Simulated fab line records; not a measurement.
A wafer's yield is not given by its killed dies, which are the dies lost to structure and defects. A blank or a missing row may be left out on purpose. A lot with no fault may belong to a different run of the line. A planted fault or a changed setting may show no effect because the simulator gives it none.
fab line records + flow gf180mcu + part 2 of 2: steps 25 to 32 of 32
record:
- lots: 5
- wafers: 15
- last_day: 33
route steps=602 shown V4@498 MIM@503 M5@526
lots that met no fault: taken from a fault-free run of the same line
start_h: hours from the record's first day to the start of the lot's first wafer shown + wait_h: time in hours since the lot's previous step + " the same as in the row above + L1.1+2: one row covering several wafers at once + - either no value or no given start + * or withheld: withheld + < > ~ a bound
route shown NAME@n: NAME is a module with steps in the file, n the number in the route of the first one + usual: mean/standard deviation taken from wafers without a fault + same: alike in all rows + chamber/n: place in a boat + sites: readings site by site + _std_site: how widely they spread, as a standard deviation + _edge_site: mean of outer sites minus mean of inner sites + radius_mm: how far each site lies from the wafer's centre + mask NAME#n: copy n + behind: the most recent tool/chamber to have shaped the wafer + hold: the reason the lot was held/the length of the hold in hours/how it ended + device: names the non-switching transistor (n, p or np) + end of line: the same wafers' tests at the end of the route + a step without rows: its recipe alone + killed: at the first sort, the dies lost to defects and structure; wafer yield is something else + map: a wafer's dies, x killed, . not, _ none there
set.NAME: the run value of the setting; set.NAME@STEP: its run value at that earlier step + model.NAME: the simulator's own value behind a step, which no gauge read
certain route steps with their lots: each step a table, each wafer a row
services: from which hour (start_h, from the record's first day; less than 0 if before it) a tool's chamber was out of use, for how many hours, and why
== steps ==
step: GF_MIM_METAL_ETCH_19
recipe:
- chemistry: Cl2/BCl3
- mask_material: NOVOLAK
- stop_on: Si3N4
- target_depth_nm: 324.5
- pressure_mtorr: 8
- icp_w: 800
- bias_w: 140
- Cl2_flow_sccm: 80
- bcl3_flow_sccm: 40
- time_s: 54.1
usual:
- bias_w: 140.0/0.35
- drypump_motor_current_A: 5.74/0.29
- mfc_cl2_sccm: 80.07/0.27
- oes_product_au: 0.947/0.0072
- throttle_valve_pct: 28.278/0.0096
| lot.wafer | tool         | chamber | start_h | wait_h | bias_w | drypump_motor_current_A | mfc_cl2_sccm | oes_product_au | rf_hours_counter_h | throttle_valve_pct |
|-----------|--------------|---------|---------|--------|--------|-------------------------|--------------|----------------|--------------------|--------------------|
| L074.2    | rie_metal-01 | 1       | 583.88  | 0.1    | 140.2  | 5.85                    | 80.04        | 0.954          | 10                 | 28.265             |
| L074.4    | "            | 0       | "       | "      | 139.5  | 5.78                    | 80.02        | 0.946          | -                  | 28.262             |
| L074.6    | "            | 1       | "       | "      | 140.1  | 5.83                    | 80.04        | 0.955          | -                  | 28.273             |
| L084.2    | rie_metal-04 | 1       | 670.18  | 0.1    | 140.9  | 5.28                    | 80.13        | 0.953          | 11                 | 28.291             |
| L084.4    | "            | 0       | "       | "      | 140.4  | 5.76                    | 80.11        | 0.934          | -                  | 28.281             |
| L084.6    | "            | 0       | "       | "      | 140.2  | 5.74                    | 80.23        | 0.944          | -                  | 28.281             |
| L088.2    | rie_metal-01 | 1       | 691.73  | 0.1    | 139.7  | 5.81                    | 79.84        | 0.950          | 13                 | 28.291             |
| L088.3    | "            | 0       | "       | "      | 139.7  | 5.76                    | 80.29        | 0.944          | -                  | 28.286             |
| L088.4    | "            | 1       | "       | "      | 139.0  | 5.85                    | 79.96        | 0.943          | -                  | 28.290             |
| L092.1    | rie_metal-03 | 1       | 713.54  | 0.1    | 140.6  | 5.54                    | 79.88        | 0.936          | 10                 | 28.300             |
| L092.2    | "            | 1       | "       | "      | 140.6  | 5.53                    | 80.22        | 0.946          | -                  | 28.273             |
| L092.6    | "            | 1       | "       | "      | 140.3  | 5.55                    | 80.34        | 0.937          | -                  | 28.286             |
| L093.1    | rie_metal-03 | 1       | 721.50  | 0.1    | 140.4  | 5.52                    | 79.87        | 0.947          | 10                 | 28.281             |
| L093.2    | "            | 1       | "       | "      | 140.2  | 5.52                    | 80.01        | 0.954          | -                  | 28.254             |
| L093.5    | "            | 1       | "       | "      | 139.8  | 5.57                    | 79.88        | 0.942          | -                  | 28.264             |
step: GF_MIM_STRIP_20
recipe:
- chemistry: O2/N2
- power_w: 1400
- pressure_mtorr: 1500
- platen_temp_c: 250
- o2_flow_sccm: 3000
- n2_flow_sccm: 300
- overash_fraction: 0.5
usual:
- drypump_motor_current_A: 5.6/0.58
- heater_power_w: 330/30
- oes_product_au: 0.690/0.0048
- strip_time_to_endpoint_s: 11.19/0.043
| lot.wafer | tool            | chamber | start_h | wait_h | drypump_motor_current_A | heater_power_w | oes_product_au | rf_hours_counter_h | strip_time_to_endpoint_s |
|-----------|-----------------|---------|---------|--------|-------------------------|----------------|----------------|--------------------|--------------------------|
| L074.2    | plasma_asher-01 | 0       | 583.95  | 0.0    | 4.7                     | 360            | 0.680          | 79                 | 11.23                    |
| L074.4    | "               | 0       | "       | "      | 4.7                     | 358            | 0.688          | -                  | 11.22                    |
| L074.6    | "               | 1       | "       | "      | 6.0                     | 326            | 0.698          | -                  | 11.29                    |
| L084.2    | plasma_asher-01 | 1       | 670.25  | 0.0    | 6.0                     | 324            | 0.692          | 88                 | 11.11                    |
| L084.4    | "               | 1       | "       | "      | 6.0                     | 309            | 0.684          | -                  | 11.16                    |
| L084.6    | "               | 0       | "       | "      | 4.7                     | 364            | 0.687          | -                  | 11.13                    |
| L088.2    | plasma_asher-03 | 0       | 691.80  | 0.0    | 5.6                     | 273            | 0.694          | 30                 | 11.20                    |
| L088.3    | "               | 0       | "       | "      | 5.5                     | 287            | 0.699          | -                  | 11.18                    |
| L088.4    | "               | 1       | "       | "      | 6.4                     | 330            | 0.689          | -                  | 11.20                    |
| L092.1    | plasma_asher-03 | 1       | 713.68  | 0.1    | 6.4                     | 334            | 0.693          | 32                 | 11.24                    |
| L092.2    | "               | 0       | "       | "      | 5.5                     | 272            | 0.691          | 32                 | 11.23                    |
| L092.6    | "               | 1       | "       | "      | 6.4                     | 340            | 0.685          | -                  | 11.20                    |
| L093.1    | plasma_asher-01 | 1       | 721.64  | 0.1    | 6.0                     | 319            | 0.688          | 93                 | 11.24                    |
| L093.2    | "               | 0       | "       | "      | 4.8                     | 367            | 0.693          | 93                 | 11.25                    |
| L093.5    | "               | 1       | "       | "      | 6.0                     | 325            | 0.692          | -                  | 11.17                    |
step: GF_MIM_STRIP_21
recipe:
- chemistry: post_etch_residue_remover
- time_s: 1200
- temp_c: 72.5
usual:
- bath_heat_duty_pct: 14.0/1.4
- temp_c: 72.50/0.11
| lot.wafer | tool         | chamber | start_h | wait_h | bath_heat_duty_pct | temp_c |
|-----------|--------------|---------|---------|--------|--------------------|--------|
| L074.2    | wet_bench-02 | 1       | 584.05  | 0.1    | 15.6               | 72.50  |
| L074.4    | "            | 1       | "       | "      | 14.9               | 72.56  |
| L074.6    | "            | 1       | "       | "      | 15.0               | 72.60  |
| L084.2    | wet_bench-04 | 3       | 670.35  | 0.1    | 13.1               | 72.48  |
| L084.4    | "            | 3       | "       | "      | 12.2               | 72.51  |
| L084.6    | "            | 3       | "       | "      | 13.3               | 72.29  |
| L088.2    | wet_bench-02 | 1       | 691.90  | 0.1    | 15.4               | 72.62  |
| L088.3    | "            | 1       | "       | "      | 13.9               | 72.57  |
| L088.4    | "            | 1       | "       | "      | 14.7               | 72.55  |
| L092.1    | wet_bench-02 | 1       | 713.78  | 0.1    | 15.4               | 72.55  |
| L092.2    | "            | 1       | "       | "      | 14.9               | 72.55  |
| L092.6    | "            | 1       | "       | "      | 15.5               | 72.63  |
| L093.1    | wet_bench-04 | 0       | 721.74  | 0.1    | 15.5               | 72.45  |
| L093.2    | "            | 0       | "       | "      | 16.0               | 72.29  |
| L093.5    | "            | 0       | "       | "      | 16.1               | 72.32  |
step: GF_MIM_CLEAN_22
recipe:
- chemistry: DIW
- dry: n2_spin
| lot.wafer  | tool         | chamber | start_h | wait_h |
|------------|--------------|---------|---------|--------|
| L074.2+4+6 | wet_bench-01 | 2       | 584.43  | 0.0    |
| L084.2+4+6 | wet_bench-01 | 1       | 670.69  | 0.0    |
| L088.2+3+4 | wet_bench-01 | 2       | 692.24  | 0.0    |
| L092.1+2+6 | wet_bench-01 | 1       | 714.19  | 0.0    |
| L093.1+2+5 | wet_bench-01 | 3       | 722.15  | 0.0    |
step: GF_M5_DEHYDRATE_00
recipe:
- temp_c: 200
- time_s: 60
usual:
- exhaust_pa: 45.2/0.89
- plate_temp_C: 200.00/0.16
| lot.wafer | tool           | chamber | start_h | wait_h | exhaust_pa | plate_temp_C |
|-----------|----------------|---------|---------|--------|------------|--------------|
| L074.2    | litho_track-04 | 0       | 594.31  | 9.8    | 46.7       | 199.80       |
| L074.4    | "              | 0       | "       | "      | 46.0       | 200.35       |
| L074.6    | "              | 0       | "       | "      | 46.1       | 200.00       |
| L084.2    | litho_track-02 | 0       | 679.70  | 8.9    | 45.1       | 199.71       |
| L084.4    | "              | 0       | "       | "      | 45.5       | 199.73       |
| L084.6    | "              | 0       | "       | "      | 45.1       | 199.79       |
| L088.2    | litho_track-03 | 0       | 700.72  | 8.4    | 45.3       | 199.98       |
| L088.3    | "              | 0       | "       | "      | 45.7       | 199.85       |
| L088.4    | "              | 0       | "       | "      | 46.0       | 200.13       |
| L092.1    | litho_track-03 | 0       | 722.44  | 8.2    | 44.9       | 199.73       |
| L092.2    | "              | 0       | "       | "      | 45.9       | 199.89       |
| L092.6    | "              | 0       | "       | "      | 45.5       | 199.69       |
| L093.1    | litho_track-04 | 0       | 730.48  | 8.2    | 44.1       | 199.87       |
| L093.2    | "              | 0       | "       | "      | 45.8       | 200.16       |
| L093.5    | "              | 0       | "       | "      | 44.0       | 200.06       |
step: GF_M5_HMDS_01
recipe:
- prime_time_s: 60
- prime_temp_c: 120
usual:
- exhaust_pa: 44.9/0.85
- prime_temp_c: 120.01/0.14
| lot.wafer | tool           | chamber | start_h | wait_h | exhaust_pa | prime_temp_c |
|-----------|----------------|---------|---------|--------|------------|--------------|
| L074.2    | litho_track-04 | 0       | 594.46  | 0.1    | 45.2       | 120.03       |
| L074.4    | "              | 0       | "       | "      | 46.0       | 120.32       |
| L074.6    | "              | 0       | "       | "      | 45.1       | 120.27       |
| L084.2    | litho_track-02 | 0       | 679.85  | 0.1    | 45.6       | 119.67       |
| L084.4    | "              | 0       | "       | "      | 46.0       | 119.93       |
| L084.6    | "              | 0       | "       | "      | 46.1       | 119.94       |
| L088.2    | litho_track-03 | 0       | 700.87  | 0.1    | 46.2       | 120.03       |
| L088.3    | "              | 0       | "       | "      | 45.3       | 119.96       |
| L088.4    | "              | 0       | "       | "      | 45.5       | 120.28       |
| L092.1    | litho_track-03 | 0       | 722.59  | 0.1    | 44.1       | 119.98       |
| L092.2    | "              | 0       | "       | "      | 45.2       | 120.11       |
| L092.6    | "              | 0       | "       | "      | 45.2       | 120.05       |
| L093.1    | litho_track-04 | 0       | 730.63  | 0.1    | 43.6       | 119.82       |
| L093.2    | "              | 0       | "       | "      | 46.2       | 119.93       |
| L093.5    | "              | 0       | "       | "      | 45.1       | 119.73       |
step: GF_M5_COAT_02
recipe:
- resist: KrF
- spin_rpm: withheld
- resist_thk_nm: 1000
usual:
- exhaust_pa: 45.0/0.88
| lot.wafer | tool           | chamber | start_h | wait_h | exhaust_pa |
|-----------|----------------|---------|---------|--------|------------|
| L074.2    | litho_track-04 | 0       | 594.61  | 0.1    | 44.6       |
| L074.4    | "              | 0       | "       | "      | 44.0       |
| L074.6    | "              | 0       | "       | "      | 43.0       |
| L084.2    | litho_track-02 | 0       | 680.00  | 0.1    | 46.5       |
| L084.4    | "              | 0       | "       | "      | 45.8       |
| L084.6    | "              | 0       | "       | "      | 45.5       |
| L088.2    | litho_track-03 | 0       | 701.02  | 0.1    | 44.1       |
| L088.3    | "              | 0       | "       | "      | 44.9       |
| L088.4    | "              | 0       | "       | "      | 45.0       |
| L092.1    | litho_track-03 | 0       | 722.74  | 0.1    | 44.5       |
| L092.2    | "              | 0       | "       | "      | 45.9       |
| L092.6    | "              | 0       | "       | "      | 45.5       |
| L093.1    | litho_track-04 | 0       | 730.78  | 0.1    | 45.7       |
| L093.2    | "              | 0       | "       | "      | 46.2       |
| L093.5    | "              | 0       | "       | "      | 45.9       |
step: GF_M5_SOFTBAKE_03
recipe:
- temp_c: 130
- time_s: 60
- resist: KrF
usual:
- exhaust_pa: 45.2/0.94
- plate_temp_C: 129.98/0.14
| lot.wafer | tool           | chamber | start_h | wait_h | exhaust_pa | plate_temp_C |
|-----------|----------------|---------|---------|--------|------------|--------------|
| L074.2    | litho_track-04 | 0       | 594.76  | 0.1    | 45.4       | 129.99       |
| L074.4    | "              | 0       | "       | "      | 44.6       | 129.97       |
| L074.6    | "              | 0       | "       | "      | 44.7       | 130.08       |
| L084.2    | litho_track-02 | 0       | 680.15  | 0.1    | 44.2       | 130.17       |
| L084.4    | "              | 0       | "       | "      | 45.2       | 129.95       |
| L084.6    | "              | 0       | "       | "      | 44.3       | 130.10       |
| L088.2    | litho_track-03 | 0       | 701.17  | 0.1    | 44.7       | 129.90       |
| L088.3    | "              | 0       | "       | "      | 44.8       | 130.37       |
| L088.4    | "              | 0       | "       | "      | 44.0       | 130.00       |
| L092.1    | litho_track-03 | 0       | 722.89  | 0.1    | 44.7       | 130.14       |
| L092.2    | "              | 0       | "       | "      | 45.0       | 130.04       |
| L092.6    | "              | 0       | "       | "      | 45.0       | 129.95       |
| L093.1    | litho_track-04 | 0       | 730.93  | 0.1    | 44.6       | 129.98       |
| L093.2    | "              | 0       | "       | "      | 44.9       | 130.06       |
| L093.5    | "              | 0       | "       | "      | 46.2       | 129.79       |
== services ==
| tool             | chamber | start_h | hours | kind   |
|------------------|---------|---------|-------|--------|
| wet_bench-04     | -       | 538.36  | 2.2   | repair |
| pecvd-04         | -       | 539.77  | 1.2   | repair |
| cmp-01           | -       | 546.46  | 1.0   | repair |
| iline_stepper-02 | -       | 551.55  | 3.1   | repair |
| cmp-02           | -       | 557.35  | 7.1   | pm     |
| cvd_w-02         | 0       | 560.29  | 28.8  | repair |
| cvd_w-02         | -       | 569.03  | 0.6   | repair |
| cmp-01           | -       | 572.00  | 4.0   | pm     |
| iline_stepper-01 | -       | 593.76  | 1.7   | pm     |
| iline_stepper-01 | -       | 595.43  | 2.1   | pm     |
| rie_metal-03     | -       | 596.79  | 0.4   | repair |
| cmp-02           | -       | 610.64  | 2.9   | repair |
| iline_stepper-01 | -       | 610.87  | 4.4   | pm     |
| cmp-02           | -       | 617.11  | 1.2   | repair |
| cmp-02           | -       | 625.94  | 2.0   | repair |
| cmp-01           | -       | 632.52  | 0.4   | repair |
| cmp-01           | -       | 634.91  | 6.9   | pm     |
| wet_bench-02     | -       | 638.09  | 8.6   | repair |
| wet_bench-02     | -       | 646.67  | 1.9   | pm     |
| pecvd-03         | -       | 648.62  | 1.8   | repair |
| pvd_sputter-02   | -       | 689.71  | 9.4   | repair |
| iline_stepper-01 | -       | 693.52  | 3.3   | repair |
| wet_bench-02     | -       | 702.57  | 2.3   | repair |
| cmp-01           | -       | 705.98  | 37.9  | pm     |
